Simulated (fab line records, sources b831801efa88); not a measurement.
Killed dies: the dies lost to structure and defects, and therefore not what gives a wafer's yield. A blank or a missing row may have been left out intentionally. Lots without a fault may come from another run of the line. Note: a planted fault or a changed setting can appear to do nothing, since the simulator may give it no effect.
8D (eight disciplines) problem report, filled in by code	flow gf180mcu	the parts of the form that need people (team, actions taken, sign-off) are left out

== 1. WHAT WENT WRONG ==
Wafers without a fault read 1.001 a.u., standard deviation 0.0091; oes_product_au at GF_STI_ETCH_14 reads a mean of 1.147 a.u. on 2 wafers belonging to 2 lots. Relative to the usual mean, that is a shift of +16 standard deviations.
The step: etches Si in HBr/Cl2/O2, target depth 360 nm, time 102.9 s.
The first sign was on wafer L995.1 at day 5 02:29, on rie_si-02. At this step, 36 wafers from 12 lots have a number in the record. The rule behind "out" and "out of limits": a value lying over 4 standard deviations away from the usual mean. The other wafers with a number count as sound.

== 2. WHAT THIS IS AND IS NOT ==
question	is	is not
which readings at this step	oes_product_au, throttle_valve_pct	drypump_motor_current_A, he_backside_leak_sccm
which lots	L995, L997	L981, L984, L985, L987, L988, L989, L990, L991, L994, L998
which wafers of those lots	L995.1, L997.5	L995.2, L995.4, L997.2, L997.3
read on which tools	rie_si-02	rie_si-01
when	from day 5 02:29	up to then (29 sound wafers); but 5 sound wafers of L997, L998 came after

== 3. THE SUSPECTS, EACH WITH WHAT RULES IT OUT ==
Counting: a tool at a process step up to the reading stays a suspect if it ran every lot that is out. Sound lots after the first of them don't rule it out here, since some wafers of a struck lot are sound.
- rie_si-02 at GF_STI_ETCH_14 (etches Si in HBr/Cl2/O2, target depth 360 nm, time 102.9 s): kept. Every lot that is out went through it, the first being L995 (day 5 02:29); the last sound lot it ran before that was L994 (day 4 20:30). Its own oes_product_au, throttle_valve_pct readings are out on those wafers.
- At GF_STI_ETCH_14, inside rie_si-02: chamber 0 took the wafers that are out, while their sound lot-mates went through chambers 1, 2, 3.
After counting, what remains is rie_si-02 at GF_STI_ETCH_14.

== 4. THE CAUSE (what the simulator had put in) ==
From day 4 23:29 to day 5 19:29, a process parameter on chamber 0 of rie_si-02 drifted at GF_STI_ETCH_14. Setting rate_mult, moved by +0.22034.
Counting left only this tool.

== 5. SEQUENCE OF EFFECTS, ordered by route ==
Each row: a reading whose mean over the struck wafers that have a number lies more than 3 standard deviations from the usual. Scope: only readings with a usual standard deviation given in the record; hours: median across lots of the time from each lot's start at the first step in this table that gives one to its start at this step; sigmas: change in usual standard deviations.
hours	step	reading	usual	on struck wafers	change	sigmas
0	GF_STI_ETCH_14	oes_product_au	1.001 a.u.	1.147	+0.146	+16
0	GF_STI_ETCH_14	throttle_valve_pct	25.656 %	25.556	-0.099	-9.9
0	GF_STI_STRIP_15	strip_time_to_endpoint_s	3.74 s	3.44	-0.30	-7.1
Here are the process steps it includes:
- GF_STI_ETCH_14: etches Si in HBr/Cl2/O2, target depth 360 nm, time 102.9 s.
- GF_STI_STRIP_15: strips in O2/N2.
At these later measuring or inspecting steps, every struck wafer for which the step has a row has a number for every such reading, and none has moved that far: GF_NWELL_OVL_MEAS_07, GF_DUAL_GATE_THK_MEAS_03.

== 6. HOW IT WOULD HAVE BEEN CAUGHT EARLIER ==
The fault began at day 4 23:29; the first out-of-limits reading in this record came at day 5 02:29, 3 hours later.
